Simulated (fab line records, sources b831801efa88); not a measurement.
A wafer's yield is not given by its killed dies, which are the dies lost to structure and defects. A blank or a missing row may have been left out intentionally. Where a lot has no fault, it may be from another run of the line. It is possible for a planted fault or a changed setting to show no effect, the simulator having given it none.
fab line records	flow sfq_line
[record] lots = 7	wafers = 19	last_day = 81
route steps=325 shown L0V@23 M0@28
lots untouched by any fault: they come from a run of this same line in which no faults occurred
start_h: hours from the record's first day to the start of the lot's first wafer shown	wait_h: time in hours since the lot's previous step	" as in the row above	L1.1+2: a row that stands for several wafers	- either no value or no given start	* or withheld: withheld	< > ~ a bound
route shown NAME@n: a module of which the file shows steps, and the number in the route of the first	usual: mean and standard deviation over wafers with no fault	same: alike in all rows	chamber/n: place in a boat	sites: readings site by site	_std_site: standard deviation across them	_edge_site: outer sites' mean less inner sites'	radius_mm: how far each site lies from the wafer's centre	mask NAME#n: copy n	behind: tool/chamber where the wafer was last shaped	hold: what put the lot on hold/how long, in hours/how the hold closed	device: whichever transistor did not switch (one of n, p or np)	end of line: at the end of the route, the tests of the same wafers	where a step has no rows: the recipe by itself	killed: at the first sort, the dies lost to defects and structure; wafer yield is something else	map: dies across one wafer; x = killed, . = not, _ = none there
set.NAME: the run value of the setting; set.NAME@STEP: its run value at that earlier step	model.NAME: the simulator's own value behind a step, which no gauge read
a table for each step, a row for each wafer; lots at some steps of the route
services: a tool's chamber out of use, with start hour (start_h, from the record's first day; less than 0 if before it), hours out, and reason
[[steps]]
[step SFQ_L0V_OVL_MEAS_903]
[usual] L0V_OVL = -3/5.3
lot.wafer	tool	chamber	start_h	wait_h	L0V_OVL[nm]
L466.4	overlay-02	-	97.54	0.1	-10
L466.5	"	-	"	"	-8
L466.6	"	-	"	"	-8
L469.3	overlay-02	-	114.33	0.1	-11
L469.4	"	-	"	"	-16
L469.5	"	-	"	"	-3
L470.3	overlay-02	-	122.73	0.1	-5
L470.5	"	-	"	"	-11
L471.3	overlay-01	-	128.73	0.1	0
L471.5	"	-	"	"	-2
L479.1	overlay-02	-	218.82	0.1	2
L479.3	"	-	"	"	-5
L479.6	"	-	"	"	-10
L480.1	overlay-02	-	222.42	0.1	-6
L480.3	"	-	"	"	-1
L480.4	"	-	"	"	3
L485.2	overlay-02	-	245.98	0.1	-6
L485.4	"	-	"	"	-11
L485.6	"	-	"	"	-7
[step SFQ_TRILAYER_L0_VIA_BARC_OPEN_VIA_ETCH_021]
[recipe] mask_material = PR	chemistry = O2	target_depth_nm = 125	target = BARC	source_w = 500	bias_w = 80	pressure_mtorr = 30	time_s = 41.7
[usual] drypump_motor_current_A = 5.7/0.57	oes_product_au = 0.685/0.005
lot.wafer	tool	chamber	start_h	wait_h	drypump_motor_current_A	oes_product_au	rf_hours_counter_h
L466.4	rie_diel-02	3	97.56	0.0	5.8	0.685	142
L466.5	"	0	"	"	6.4	0.688	-
L466.6	"	1	"	"	4.8	0.686	-
L469.3	rie_diel-03	0	114.36	0.0	5.1	0.690	6
L469.4	"	1	"	"	6.5	0.688	70
L469.5	"	0	"	"	5.1	0.685	-
L470.3	rie_diel-02	1	122.76	0.0	4.8	0.691	93
L470.5	"	0	"	"	6.4	0.688	-
L471.3	rie_diel-02	2	128.76	0.0	5.6	0.694	161
L471.5	"	2	"	"	5.6	0.690	-
L479.1	rie_diel-02	3	218.86	0.0	5.8	0.682	144
L479.3	"	2	"	"	5.6	0.689	1
L479.6	"	2	"	"	5.6	0.681	-
L480.1	rie_diel-04	3	222.46	0.0	6.3	0.680	70
L480.3	"	2	"	"	5.6	0.689	114
L480.4	"	0	"	"	5.5	0.684	87
L485.2	rie_diel-04	0	246.01	0.0	5.5	0.682	88
L485.4	"	3	"	"	6.3	0.681	70
L485.6	"	0	"	"	5.5	0.681	-
[step SFQ_TRILAYER_L0_VIA_ETCH_VIA_ETCH_016]
[recipe] target = SiO2	stop_on = MoNx_KI	mask_material = PR	chemistry = CHF3	target_depth_nm = 80	source_w = 500	bias_w = 80	pressure_mtorr = 30	time_s = withheld
[usual] drypump_motor_current_A = 5.7/0.56	oes_product_au = 0.843/0.0079
lot.wafer	tool	chamber	start_h	wait_h	drypump_motor_current_A	oes_product_au
L466.4	rie_diel-02	3	97.60	0.0	5.8	0.860
L466.5	"	0	"	"	6.4	0.847
L466.6	"	1	"	"	4.8	0.845
L469.3	rie_diel-03	0	114.40	0.0	5.1	0.842
L469.4	"	1	"	"	6.5	0.842
L469.5	"	0	"	"	5.1	0.834
L470.3	rie_diel-02	1	122.80	0.0	4.8	0.838
L470.5	"	0	"	"	6.4	0.851
L471.3	rie_diel-02	2	128.80	0.0	5.6	0.835
L471.5	"	2	"	"	5.6	0.838
L479.1	rie_diel-02	3	218.90	0.0	5.8	0.842
L479.3	"	2	"	"	5.6	0.848
L479.6	"	2	"	"	5.6	0.858
L480.1	rie_diel-04	3	222.50	0.0	6.2	0.850
L480.3	"	2	"	"	5.6	0.844
L480.4	"	0	"	"	5.6	0.850
L485.2	rie_diel-04	0	246.04	0.0	5.5	0.845
L485.4	"	3	"	"	6.2	0.848
L485.6	"	0	"	"	5.5	0.845
[step SFQ_TRILAYER_L0_VIA_STRIP_STRIP_017]
[recipe] gas = O2	power_w = 200	platen_temp_c = 40	overash_fraction = 0.65	chemistry = O2	pressure_mtorr = 50
[usual] drypump_motor_current_A = 5.4/0.47	he_backside_leak_sccm = 3.45/0.23	oes_product_au = 0.999/0.0071
lot.wafer	tool	chamber	start_h	wait_h	drypump_motor_current_A	he_backside_leak_sccm	oes_product_au	rf_hours_counter_h
L466.4	rie_metal-04	0	97.84	-	5.2	3.47	0.999	-
L466.5	"	1	"	"	5.0	3.51	1.012	-
L466.6	"	0	"	"	5.3	3.56	1.009	-
L469.3	rie_metal-01	1	114.64	-	5.5	3.54	0.991	-
L469.4	"	0	"	"	6.1	3.49	0.998	-
L469.5	"	0	"	"	6.1	3.90	1.003	-
L470.3	rie_metal-04	1	123.04	-	5.0	3.37	0.998	-
L470.5	"	0	"	"	5.3	3.57	1.019	-
L471.3	rie_metal-03	1	129.04	-	4.9	3.54	0.994	-
L471.5	"	1	"	"	4.9	3.29	0.999	-
L479.1	rie_metal-03	1	218.94	-	4.9	3.11	0.998	0
L479.3	"	0	"	"	6.1	3.51	0.996	-
L479.6	"	0	"	"	6.1	3.52	0.988	-
L480.1	rie_metal-04	0	222.54	-	5.3	3.59	0.993	36
L480.3	"	0	"	"	5.2	3.68	0.999	-
L480.4	"	1	"	"	5.0	3.62	0.990	-
L485.2	rie_metal-03	1	246.29	-	4.9	2.98	1.001	-
L485.4	"	1	"	"	5.0	3.16	1.002	-
L485.6	"	1	"	"	5.0	3.17	1.001	-
[step SFQ_TRILAYER_L0_VIA_STRIP_SOLV_CLEAN_018]
[recipe] chemistry = NMP	temp_c = 70	time_s = 600
[step SFQ_TRILAYER_M0_DEP_PRE_CLEAN_020]
[recipe] gas = Ar	time_s = 15	bias_v = 250
[step SFQ_TRILAYER_M0_DEP_SPUTTER_019]
[recipe] material = Nb	base_pressure_pa = 1.33e-06	chamber_pressure_pa = 0.1333	substrate_temp_c = 20	resputter_cathode_voltage_v = 400	target_thk_nm = 200	power_w = 2000	time_s = 133.3
[usual] throttle_valve_pct = 30.4/1
lot.wafer	tool	chamber	start_h	wait_h	throttle_valve_pct
L466.4	pvd_sputter-03	-	98.44	0.0	31.0
L466.5	"	-	"	"	31.3
L466.6	"	-	"	"	30.1
L469.3	pvd_sputter-04	-	115.24	0.0	30.7
L469.4	"	-	"	"	29.2
L469.5	"	-	"	"	30.8
L470.3	pvd_sputter-03	-	123.64	0.0	29.5
L470.5	"	-	"	"	32.5
L471.3	pvd_sputter-03	-	129.66	0.0	30.0
L471.5	"	-	"	"	31.1
L479.1	pvd_sputter-03	-	219.74	0.0	30.2
L479.3	"	-	"	"	31.1
L479.6	"	-	"	"	30.0
L480.1	pvd_sputter-06	-	223.34	0.0	31.3
L480.3	"	-	"	"	29.4
L480.4	"	-	"	"	30.0
L485.2	pvd_sputter-03	-	247.49	0.0	29.9
L485.4	"	-	"	"	32.2
L485.6	"	-	"	"	29.6
[step SFQ_M0_RS_MEAS_904]
[recipe] thk_meas_gauge = four-point-probe	reads = Nb_of_TRILAYER_M0_DEP_SPUTTER_019
[usual] M0_NB_RS = 0.888/0.0095
lot.wafer	tool	chamber	start_h	wait_h	M0_NB_RS[ohm/sq]
L466.4	film_metro-03	-	98.59	0.1	0.900
L466.5	"	-	"	"	0.896
L466.6	"	-	"	"	0.896
L469.3	film_metro-03	-	115.37	0.1	0.897
L469.4	"	-	"	"	0.902
L469.5	"	-	"	"	0.902
L470.3	film_metro-03	-	123.77	0.1	0.892
L470.5	"	-	"	"	0.898
L471.3	film_metro-03	-	129.79	0.1	0.887
L471.5	"	-	"	"	0.889
L479.1	film_metro-03	-	219.83	0.0	0.891
L479.3	"	-	"	"	0.895
L479.6	"	-	"	"	0.889
L480.1	film_metro-03	-	223.43	0.0	0.885
L480.3	"	-	"	"	0.882
L480.4	"	-	"	"	0.881
L485.2	film_metro-03	-	247.60	0.1	0.879
L485.4	"	-	"	"	0.883
L485.6	"	-	"	"	0.879
[step SFQ_TRILAYER_M0_LITHO_COAT_026]
[recipe] resist = BARC	spin_rpm = 3000	resist_thk_nm = 62
[step SFQ_TRILAYER_M0_LITHO_COAT_021]
[recipe] resist = KrF	spin_rpm = 3000	resist_thk_nm = 600
[step SFQ_TRILAYER_M0_LITHO_SOFTBAKE_025]
[recipe] temp_c = withheld	time_s = withheld	resist = KrF
[step SFQ_TRILAYER_M0_LITHO_EXPOSE_022]
[recipe] mask_id = M0	na = 0.6	source_shape = conventional	sigma_outer = 0.65	target_cd_nm = 500	dose_mj = 14.4
lot.wafer	tool	chamber	start_h	wait_h	mask
L466.4+5+6	krf_scanner-02	0	113.54	-	M0#0
L469.3+4+5	krf_scanner-02	0	134.89	-	M0#0
L470.3+5	krf_scanner-02	0	145.79	-	M0#0
L471.3+5	krf_scanner-02	0	151.79	-	M0#0
L479.1+3+6	krf_scanner-02	0	239.22	-	M0#0
L480.1+3+4	krf_scanner-02	0	241.62	-	M0#0
L485.2+4+6	krf_scanner-02	0	282.17	-	M0#0
[step SFQ_TRILAYER_M0_LITHO_PEB_024]
[recipe] peb_temp_c = 115	peb_time_s = 60	resist = KrF
[step SFQ_TRILAYER_M0_LITHO_DEVELOP_023]
[recipe] time_s = 60	resist = KrF
[step SFQ_M0_OVL_MEAS_906]
[usual] M0_OVL = 2/5
lot.wafer	tool	chamber	start_h	wait_h	M0_OVL[nm]
L466.4	overlay-01	-	114.46	0.1	10
L466.5	"	-	"	"	8
L466.6	"	-	"	"	4
L469.3	overlay-01	-	136.01	0.1	-6
L469.4	"	-	"	"	-3
L469.5	"	-	"	"	-9
L470.3	overlay-02	-	146.91	0.1	-4
L470.5	"	-	"	"	1
L471.3	overlay-01	-	152.91	0.1	1
L471.5	"	-	"	"	1
L479.1	overlay-01	-	240.72	0.1	0
L479.3	"	-	"	"	-2
L479.6	"	-	"	"	-1
L480.1	overlay-01	-	243.12	0.1	5
L480.3	"	-	"	"	11
L480.4	"	-	"	"	4
L485.2	overlay-02	-	283.48	0.1	1
L485.4	"	-	"	"	4
L485.6	"	-	"	"	0
[step SFQ_TRILAYER_M0_BARC_OPEN_METAL_ETCH_031]
[recipe] mask_material = PR	chemistry = O2	target_depth_nm = 125	target = BARC	icp_w = 600	bias_w = 80	pressure_mtorr = 10	time_s = 41.7
[usual] drypump_motor_current_A = 5.4/0.53	he_backside_leak_sccm = 3.5/0.33	oes_product_au = 0.685/0.0052
lot.wafer	tool	chamber	start_h	wait_h	drypump_motor_current_A	he_backside_leak_sccm	oes_product_au	rf_hours_counter_h	model.M0.cd_nm
L466.4	rie_metal-03	0	114.49	0.0	6.0	3.5	0.673	-	499.2
L466.5	"	0	"	"	6.1	3.4	0.684	-	499.4
L466.6	"	1	"	"	5.0	3.2	0.684	-	499.3
L469.3	rie_metal-03	1	136.05	0.0	5.0	3.3	0.680	-	500
L469.4	"	0	"	"	6.1	3.6	0.695	-	496.6
L469.5	"	1	"	"	5.0	3.5	0.688	-	496.1
L470.3	rie_metal-02	1	146.95	0.0	5.6	3.5	0.682	-	499.6
L470.5	"	0	"	"	6.4	3.6	0.686	-	495.9
L471.3	rie_metal-03	0	152.95	0.0	6.0	3.4	0.687	-	500.5
L471.5	"	0	"	"	6.0	3.4	0.693	-	496.7
L479.1	rie_metal-04	0	240.76	0.0	5.3	3.6	0.687	39	499.3
L479.3	"	0	"	"	5.3	3.7	0.676	-	499.2
L479.6	"	0	"	"	5.3	3.8	0.682	-	500
L480.1	rie_metal-03	1	243.16	0.0	4.9	3.2	0.685	4	499.2
L480.3	"	1	"	"	4.9	2.9	0.678	-	499.4
L480.4	"	1	"	"	4.9	3.2	0.681	-	498.7
L485.2	rie_metal-03	0	283.51	0.0	6.0	3.4	0.680	168	499.8
L485.4	"	0	"	"	6.0	3.4	0.679	-	500.7
L485.6	"	1	"	"	4.9	3.2	0.685	-	499.7
[step SFQ_TRILAYER_M0_ETCH_METAL_ETCH_024]
[recipe] target = Nb	stop_on = SiO2	mask_material = PR	chemistry = Cl2/Ar	target_depth_nm = 240	icp_w = 600	bias_w = 80	pressure_mtorr = 10	time_s = 120
[usual] drypump_motor_current_A = 5.4/0.53	he_backside_leak_sccm = 3.45/0.19	oes_product_au = 0.896/0.0071
lot.wafer	tool	chamber	start_h	wait_h	drypump_motor_current_A	he_backside_leak_sccm	oes_product_au	rf_hours_counter_h	model.M0.cd_nm
L466.4	rie_metal-03	0	114.58	0.1	6.1	3.49	0.891	-	498.4
L466.5	"	0	"	"	6.0	3.47	0.898	-	498.6
L466.6	"	1	"	"	5.0	3.31	0.898	-	498.8
L469.3	rie_metal-03	1	136.13	0.1	5.0	3.30	0.896	-	500.5
L469.4	"	0	"	"	6.0	3.38	0.890	-	498.1
L469.5	"	1	"	"	5.0	3.25	0.888	-	496.7
L470.3	rie_metal-02	1	147.03	0.1	5.6	3.50	0.895	-	499.3
L470.5	"	0	"	"	6.4	3.52	0.894	-	495.5
L471.3	rie_metal-03	0	153.03	0.1	6.0	3.40	0.892	-	500.6
L471.5	"	0	"	"	6.1	3.44	0.906	-	495.8
L479.1	rie_metal-04	0	240.81	0.0	5.2	3.50	0.893	39	498.1
L479.3	"	0	"	"	5.3	3.50	0.885	-	497.6
L479.6	"	0	"	"	5.2	3.53	0.899	-	498.5
L480.1	rie_metal-03	1	243.27	0.1	4.9	3.30	0.904	4	500.2
L480.3	"	1	"	"	4.9	2.91	0.901	-	499.5
L480.4	"	1	"	"	4.9	3.10	0.897	-	498.5
L485.2	rie_metal-03	0	283.56	0.0	6.0	3.49	0.898	168	499.3
L485.4	"	0	"	"	6.1	3.57	0.900	-	500.8
L485.6	"	1	"	"	4.9	3.49	0.896	-	499
[step SFQ_TRILAYER_M0_STRIP_STRIP_025]
[recipe] gas = O2	power_w = 200	platen_temp_c = 40	overash_fraction = 0.65	chemistry = O2	pressure_mtorr = 50
[usual] drypump_motor_current_A = 5.4/0.54	he_backside_leak_sccm = 3.5/0.34	oes_product_au = 0.997/0.0073
lot.wafer	tool	chamber	start_h	wait_h	drypump_motor_current_A	he_backside_leak_sccm	oes_product_au	rf_hours_counter_h
L466.4	rie_metal-03	0	114.86	0.2	6.0	3.4	0.992	-
L466.5	"	0	"	"	6.0	3.6	0.995	-
L466.6	"	1	"	"	4.9	3.7	1.010	-
L469.3	rie_metal-03	1	136.41	0.2	4.9	3.1	0.983	-
L469.4	"	0	"	"	6.1	3.4	0.987	-
L469.5	"	1	"	"	4.9	2.9	1.009	-
L470.3	rie_metal-02	1	147.31	0.2	5.6	3.3	0.997	-
L470.5	"	0	"	"	6.5	3.8	0.993	-
L471.3	rie_metal-03	0	153.31	0.2	6.1	3.5	0.992	-
L471.5	"	0	"	"	6.0	3.3	0.993	-
L479.1	rie_metal-04	0	240.94	0.1	5.2	3.6	1.002	39
L479.3	"	0	"	"	5.3	3.6	1.005	-
L479.6	"	0	"	"	5.3	3.5	1.002	-
L480.1	rie_metal-03	1	243.52	0.2	4.9	3.0	0.983	5
L480.3	"	1	"	"	4.9	3.2	0.992	-
L480.4	"	1	"	"	4.9	3.2	0.988	-
L485.2	rie_metal-03	0	283.69	0.1	6.0	3.5	0.985	168
L485.4	"	0	"	"	6.0	3.6	0.997	-
L485.6	"	1	"	"	4.9	3.0	0.999	-
[[services]]
tool	chamber	start_h	hours	kind
krf_scanner-02	-	74.12	4.0	pm
rie_metal-04	-	75.16	1.2	repair
pvd_sputter-03	-	95.81	1.8	repair
rie_diel-04	1	97.18	1.9	repair
rie_diel-03	1	97.72	2.7	repair
rie_metal-03	1	98.22	2.1	repair
rie_metal-03	-	116.44	2.8	pm
rie_diel-03	2	128.09	6.2	repair
krf_scanner-02	-	136.89	1.3	pm
rie_diel-03	-	158.55	15.6	pm
rie_metal-03	1	165.27	4.8	repair
rie_diel-02	-	166.59	0.8	repair
rie_diel-03	0	176.75	2.4	repair
krf_scanner-02	-	188.72	1.0	pm
krf_scanner-02	-	192.12	0.8	pm
krf_scanner-02	-	196.47	0.8	pm
rie_metal-04	1	196.96	9.6	repair
rie_diel-02	1	201.96	6.2	repair
rie_diel-02	0	219.41	14.0	repair
rie_metal-03	0	238.20	26.6	repair
pvd_sputter-03	-	241.48	3.8	repair
rie_diel-02	-	245.14	1.8	repair
pvd_sputter-03	-	251.12	5.0	repair
rie_metal-03	-	262.89	1.4	pm
[[key]]
first_sign none at tools or gauges
[model_effect] step = SFQ_TRILAYER_M0_BARC_OPEN_METAL_ETCH_031	value = M0.cd_nm	without = 500.4	struck = 496.3
[model_effect] step = SFQ_TRILAYER_M0_ETCH_METAL_ETCH_024	value = M0.cd_nm	without = 500.6	struck = 496.5
met_at SFQ_TRILAYER_M0_LITHO_EXPOSE_022
struck_wafers L469.4,L469.5,L470.5,L471.5
onset_between 113.54 134.89
[fault] kind = process_parameter_drift	tool = krf_scanner-02	chamber = -	onset_h = 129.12	steps = SFQ_TRILAYER_M0_LITHO_EXPOSE_022	channel = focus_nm	offset = 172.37	shape = step	end_h = 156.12	scope = struck_wafers_only
